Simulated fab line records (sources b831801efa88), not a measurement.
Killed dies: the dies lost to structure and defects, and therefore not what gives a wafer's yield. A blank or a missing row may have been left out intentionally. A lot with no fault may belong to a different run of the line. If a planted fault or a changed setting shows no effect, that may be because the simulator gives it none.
One fault through the eyes of 2 desks -- flow gf180mcu -- each desk has only its own numbers; what lay behind them comes last

TOOL OWNER'S DESK, rtp anneal-02
The tool's own readings at GF_PSD_RTA_13 (time 20 s): means of the sampled wafers that have a number, for each lot that ran on this tool. The brackets show how far a lot's mean lies from the usual mean; more than 4 standard deviations puts the lot out of limits, marked OUT.
Columns: A = chamber o2 ppm at GF_PSD_RTA_13, usual 2.002; B = lamp power pct at GF_PSD_RTA_13, usual 33 %; C = wafer_temp_C_max at GF_PSD_RTA_13, usual 1030.9
lot,first seen here,A,B,C
L356,day 15 01:37,1.992,29,1030.6
L360,day 16 06:41,1.999,29,1029.0
L361,day 16 21:08,2.011,29,1030.6
L364,day 17 18:46,1.994,29,1031.2
L368,day 19 09:49,2.002,29,1029.6
L370,day 20 05:26,2.000,31,1057.7 (+17) OUT
L373,day 20 21:08,1.991,31,1057.2 (+16) OUT
This desk finds L370, L373 out of limits, L370 being first, at day 20 05:26 (wafer_temp_C_max at GF_PSD_RTA_13). Within limits: L356, L360, L361, L364, L368.

THE METROLOGY DESK
What the gauges read, lot by lot, whatever tool the lot ran on: means of the sampled wafers that have a number. The brackets show how far a lot's mean lies from the usual mean; more than 4 standard deviations puts the lot out of limits, marked OUT.
Columns: A = NSD_RS at GF_PSD_RS_MEAS_14, usual 46.11 ohm/sq; B = PSD_RS at GF_PSD_RS_MEAS_15, usual 107.74 ohm/sq; C = SAB_OVL at GF_SAB_OVL_MEAS_10, usual -0.9 nm
lot,first seen here,A,B,C
L356,day 15 01:42,46.16,107.77,-0.5
L357,day 15 06:57,46.21,108.06,-0.5
L359,day 15 23:41,46.18,107.81,-0.6
L360,day 16 06:47,46.07,107.71,-2.2
L361,day 16 21:13,46.09,107.87,0.7
L362,day 17 07:31,46.22,107.84,-2.5
L364,day 17 18:52,46.16,107.53,-1.5
L368,day 19 09:55,46.07,107.83,-0.7
L370,day 20 05:32,42.19 (-43) OUT,97.03 (-40) OUT,-0.9
L373,day 20 21:13,42.19 (-43) OUT,97.07 (-40) OUT,1.2
L374,day 21 07:42,46.07,107.50,-0.7
L377,day 22 04:33,46.11,107.99,-1.3
This desk's finding: out of limits on L370, L373; first on L370, day 20 05:32 (NSD_RS at GF_PSD_RS_MEAS_14). Within limits: L356, L357, L359, L360, L361, L362, L364, L368, L374, L377.

PUT TOGETHER
The tool owner's desk could have raised an alarm at day 20 05:26, on L370, L373.
On L370, L373, the metrology desk was in a position to raise an alarm at day 20 05:32.
Of the lots named, all ran GF_PSD_RTA_13 on rtp anneal-02.

WHAT THE SIMULATOR PUT IN
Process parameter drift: rtp anneal-02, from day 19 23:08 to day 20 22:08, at GF_PSD_RTA_13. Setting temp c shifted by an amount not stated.
Struck lots among those shown: L370, L373.
Counting hours from when the fault started, the first reading out of limits came at 6 for the tool owner's desk and at 6 for the metrology desk.
